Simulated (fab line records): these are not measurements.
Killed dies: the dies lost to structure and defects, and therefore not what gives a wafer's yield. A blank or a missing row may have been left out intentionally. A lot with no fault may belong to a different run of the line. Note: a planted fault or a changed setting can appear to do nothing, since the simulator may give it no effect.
Matching of chambers	flow sky130	SKY_CONTACT_CMP_27 on cmp-01: 4 sister chambers
The step polishes, stops on SiO2, t overpolish 15 s, target thk 0 nm. 8 wafers are shown with their chamber, then 7 later ones without.

== EACH WAFER AND ITS CHAMBER ==
wafer	chamber	time_to_endpoint_s (s)	motor_current_A (A)
L675.2	3	88	12.7
L677.2	1	85	11.8
L677.3	3	86	11.8
L677.4	0	75	11.9
L682.2	0	76	11.8
L684.1	2	77	12.7
L688.1	2	82	12.7
L688.4	1	81	11.2

== WAFERS WITH NO CHAMBER GIVEN ==
wafer	time_to_endpoint_s (s)	motor_current_A (A)
L688.6	82	13.0
L693.2	81	13.4
L693.3	79	11.9
L693.4	81	12.3
L694.2	83	12.6
L694.5	83	11.7
L694.6	77	11.6

== WHICH CHAMBER EACH ONE RAN IN ==
wafer	from the rows above	in truth
L688.6	can't be placed: 2 or 3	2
L693.2	can't be placed: 2 or 3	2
L693.3	can't be placed: 0 or 1 or 2 or 3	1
L693.4	can't be placed: 2 or 1 or 3 or 0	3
L694.2	can't be placed: 2 or 3 or 1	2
L694.5	can't be placed: 1 or 3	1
L694.6	can't be placed: 0 or 1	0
Correct placement for 0 of the 7. Not placeable from these rows: 7 (in 7, the candidates include the true chamber). Placed wrongly: 0.
How it was worked out, from the rows above alone: a wafer's distance from a chamber is the root of the sum, over the readings, of the square of ((its reading less the chamber's mean) divided by the reading's scatter). The wafer belongs to the nearest chamber; if the next one is less than 2 further off, it can't be placed. Each chamber's mean is taken over the wafers shown for it. How the scatter is found: for the shown wafers, subtract from each reading the mean of its chamber, square and add these, divide the total by (wafers less chambers), then take the root.
